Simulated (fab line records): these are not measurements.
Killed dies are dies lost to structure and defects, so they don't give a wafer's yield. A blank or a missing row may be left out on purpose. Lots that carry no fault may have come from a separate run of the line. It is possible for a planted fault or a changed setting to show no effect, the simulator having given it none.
Which tool is to blame? ; flow gf180mcu ; 13 lots with 39 wafers sampled at 4 steps, on a route of 602 steps

== WHAT THE GAUGES SHOWED, per wafer ==
GF_DNWELL_TW_MEAS_09. Usual: DNWELL_TW typically reads 1338, with standard deviation 15.
lot;measured;on;DNWELL_TW;flag
L999;day 2 17:49;filmMetro-03;1331 1332 1331;
L100;day 3 05:10;filmMetro-03;1333 1330 1332;
L101;day 3 06:43;filmMetro-02;1366 1364 1366;
L102;day 3 10:01;filmMetro-03;1334 1335 1336;
L103;day 3 18:01;filmMetro-04;1315 1329 1329;
L105;day 4 03:13;filmMetro-04;1347 1361 1354;
L110;day 5 05:44;filmMetro-02;1357 1355 1358;
L115;day 6 07:34;filmMetro-03;1338 1337 1338;
L116;day 6 12:16;filmMetro-03;1318 1324 1318;
L117;day 6 17:43;filmMetro-02;1361 1351 1356;
L120;day 7 09:27;filmMetro-04;1351 1351 1342;
L121;day 7 15:13;filmMetro-03;1325 1330 1325;
L122;day 7 19:28;filmMetro-03;1322 1324 1315;

GF_VT_IMPLANT_TW_MEAS_10. Usual: VT_IMPLANT_TW typically reads 559, with standard deviation 3.6.
lot;measured;on;VT_IMPLANT_TW;flag
L999;day 5 12:53;filmMetro-01;563 561 563;
L100;day 6 01:14;filmMetro-04;556 554 558;
L101;day 6 03:49;filmMetro-01;562 564 558;
L102;day 6 07:42;filmMetro-04;557 560 558;
L103;day 6 18:23;filmMetro-04;560 559 556;
L105;day 7 04:17;filmMetro-04;567 561 564;
L110;day 8 11:22;filmMetro-04;559 560 561;
L115;day 9 16:02;filmMetro-03;556 556 558;
L116;day 9 22:19;filmMetro-03;560 558 561;
L117;day 10 06:11;filmMetro-03;555 556 556;
L120;day 10 23:53;filmMetro-01;559 558 563;
L121;day 11 06:50;filmMetro-01;563 562 562;
L122;day 11 12:17;filmMetro-03;557 557 557;

== WHAT TOOL EACH LOT RAN ON (gives the tool, then ch and the chambers of the sampled wafers, and finally the start) ==
lot;GF_STI_DEHYDRATE_05;GF_STI_ETCH_14
L999;lithoTrack-03 ch 0, day 1 18:37;rieSi-02 ch 0,1,2, day 2 00:17
L100;lithoTrack-01 ch 0, day 2 03:43;rieSi-02 ch 0,2,3, day 2 10:10
L101;lithoTrack-03 ch 0, day 2 05:16;rieSi-01 ch 1,3, day 2 12:10
L102;lithoTrack-01 ch 0, day 2 10:01;rieSi-02 ch 0,2,3, day 2 16:49
L103;lithoTrack-02 ch 0, day 2 16:56;rieSi-02 ch 0,1,3, day 2 23:26
L105;lithoTrack-03 ch 0, day 3 01:02;rieSi-02 ch 0,1,3, day 3 07:44
L110;lithoTrack-03 ch 0, day 4 03:23;rieSi-01 ch 1,3, day 4 10:25
L115;lithoTrack-03 ch 0, day 5 04:32;rieSi-02 ch 0,2,3, day 5 12:13
L116;lithoTrack-02 ch 0, day 5 08:59;rieSi-02 ch 1,2, day 5 16:49
L117;lithoTrack-02 ch 0, day 5 14:26;rieSi-02 ch 0,1,2, day 5 21:59
L120;lithoTrack-01 ch 0, day 6 05:26;rieSi-01 ch 1,2, day 6 13:37
L121;lithoTrack-02 ch 0, day 6 11:23;rieSi-01 ch 0,2, day 6 19:22
L122;lithoTrack-02 ch 0, day 6 15:37;rieSi-02 ch 0,1,2, day 6 23:34
- GF_STI_DEHYDRATE_05: time 60 s.
- GF_STI_ETCH_14: etches Si in HBr/Cl2/O2, target depth 360 nm, time 102.9 s.

== WHAT THE TOOLS THEMSELVES READ (means of the sampled wafers that have a number; where no wafer has one, the mark that the record gives instead) ==
GF_STI_DEHYDRATE_05. Usual: chillPlateTempC 23.01 C, standard deviation 0.11; plateTempC 200.00 C, standard deviation 0.16; runLengthS 89.03 s, standard deviation 0.2.
lot;tool;chillPlateTempC (C);plateTempC (C);runLengthS (s);flag
L999;lithoTrack-03;23.02;200.14;88.99;
L100;lithoTrack-01;23.02;199.95;89.39;
L101;lithoTrack-03;22.94;199.90;88.95;
L102;lithoTrack-01;23.12;199.91;89.20;
L103;lithoTrack-02;23.05;199.99;88.83;
L105;lithoTrack-03;22.93;200.01;89.02;
L110;lithoTrack-03;23.08;200.20;90.97;OFF
L115;lithoTrack-03;22.98;200.05;91.12;OFF
L116;lithoTrack-02;22.96;200.02;88.92;
L117;lithoTrack-02;22.98;200.09;88.83;
L120;lithoTrack-01;23.04;200.01;89.26;
L121;lithoTrack-02;22.72;200.16;88.88;
L122;lithoTrack-02;22.99;200.18;88.98;

GF_STI_ETCH_14. Usual: chamberPressureMTorr 15.000 mTorr, standard deviation 0.014; drypumpMotorCurrentA 5.7 A, standard deviation 0.42; oesProductAu 1.007 a.u., standard deviation 0.011; throttleValvePct 25.653 %, standard deviation 0.013.
lot;tool;chamberPressureMTorr (mTorr);drypumpMotorCurrentA (A);oesProductAu (a.u.);throttleValvePct (%);flag
L999;rieSi-02;15.002;5.8;1.012;25.638;
L100;rieSi-02;14.993;6.0;1.011;25.649;
L101;rieSi-01;15.009;5.7;0.995;25.663;
L102;rieSi-02;15.004;6.0;1.013;25.650;
L103;rieSi-02;14.996;5.7;1.010;25.657;
L105;rieSi-02;15.002;5.7;1.011;25.651;
L110;rieSi-01;14.993;5.8;1.011;25.640;
L115;rieSi-02;15.003;6.0;1.008;25.642;
L116;rieSi-02;15.002;5.8;1.021;25.642;
L117;rieSi-02;14.979;5.8;1.011;25.644;
L120;rieSi-01;15.004;5.6;1.005;25.657;
L121;rieSi-01;15.009;5.6;1.000;25.658;
L122;rieSi-02;14.997;5.8;1.007;25.656;

== THE ANSWER, worked out from the rows above alone ==
Rule: take the mean of a lot's wafers that have a number; if it is more than 3 standard deviations from the usual mean, the lot is off. A lot without any number at a reading at which 4 lots or more have one is off too. Any other lot the step has rows for is counted as sound. Order of review: gauges by route order, followed by the tools' own readings, for which a lot's mean as printed above is used. The first step at which some lot is off is used, and at that step the reading that is off furthest; a lot without a number counts as furthest.
Off, at GF_STI_DEHYDRATE_05 on runLengthS: L110, L115.
A tool fits if, at that step or a process step before it, it ran every lot that is off, and no sound lot after the first of them. One candidate fits, namely lithoTrack-03 at GF_STI_DEHYDRATE_05. Its last sound lot is L105 (day 3 01:02), its first lot that is off L110 (day 4 03:23): a fault that began between those two fits.
The tool's own readings at GF_STI_DEHYDRATE_05 bear it out: on the lots that are off they differ by more than 5 times the standard deviation of the sound lots' means. runLengthS reads 91.05 s there against 89.02 s on the sound lots.

== WHAT THE SIMULATOR HAD PUT IN ==
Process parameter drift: lithoTrack-03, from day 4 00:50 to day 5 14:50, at GF_STI_DEHYDRATE_05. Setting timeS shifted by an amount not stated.
Lots struck among those shown: L110, L115. The rule above found the same.
